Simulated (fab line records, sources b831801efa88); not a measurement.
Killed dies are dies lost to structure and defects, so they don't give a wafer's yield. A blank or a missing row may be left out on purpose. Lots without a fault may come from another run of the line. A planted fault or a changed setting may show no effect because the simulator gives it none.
One fault seen from 2 desks | flow sky130 | each desk has only its own numbers; what lay behind them comes last

THE METROLOGY DESK
What the gauges read, lot by lot, whatever tool the lot ran on: means of the sampled wafers that have a number. A lot is out of limits, marked OUT, if its mean lies more than 4 standard deviations from the usual mean; the brackets give that distance.
Columns: A = VIA1_W_RS at SKY_VIA1_RS_MEAS_22, usual 0.426 ohm/sq; B = VIA1_W_THK at SKY_VIA1_THK_MEAS_23, usual 275 nm
lot  | first seen here | A     | B
L569 | day 33 20:56    | 0.427 | 273
L576 | day 36 09:10    | 0.431 | 273
L579 | day 37 01:43    | 0.427 | 270
L588 | day 40 04:33    | 0.421 | 277
L590 | day 40 07:38    | 0.427 | 277
This desk's finding: nothing out of limits on any of the 5 lots.

THE TOOL OWNER'S DESK: pvd_sputter-03
The tool's own readings at SKY_METAL2_SPUTTER_01 (material TiN, target thk 20 nm, time 16.7 s): means of the sampled wafers that have a number, for each lot that ran on this tool. A lot is out of limits, marked OUT, if its mean lies more than 4 standard deviations from the usual mean; the brackets give that distance.
Columns: A = chamber_pressure_pa at SKY_METAL2_SPUTTER_01, usual 0.4000 Pa; B = throttle_valve_pct at SKY_METAL2_SPUTTER_01, usual 30.2 %
lot  | first seen here | A                | B
L569 | day 33 21:26    | 0.4006           | 30.3
L576 | day 36 09:39    | 0.3990           | 29.4
L579 | day 37 02:11    | 0.3744 (-31) OUT | 30.7
L588 | day 40 05:02    | 0.3998           | 29.5
This desk's finding: out of limits on L579; first on L579, day 37 02:11 (chamber_pressure_pa at SKY_METAL2_SPUTTER_01). In limits: L569, L576, L588.

PUT TOGETHER
The tool owner's desk could have raised an alarm at day 37 02:11, on L579.
The metrology desk saw nothing out of limits.
The metrology desk has L579 on record, within its limits.
Of the lots named, all ran SKY_METAL2_SPUTTER_01 on pvd_sputter-03.

WHAT THE SIMULATOR HAD PUT IN
Process parameter drift: pvd_sputter-03, from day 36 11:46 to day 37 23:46, at SKY_METAL2_SPUTTER_01. Setting chamber_pressure_pa, moved by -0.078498, from 0.4. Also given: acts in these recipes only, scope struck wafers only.
Lots struck among those shown: L579.
Hours from the fault's start to each desk's first reading out of limits: the tool owner's desk, 14.
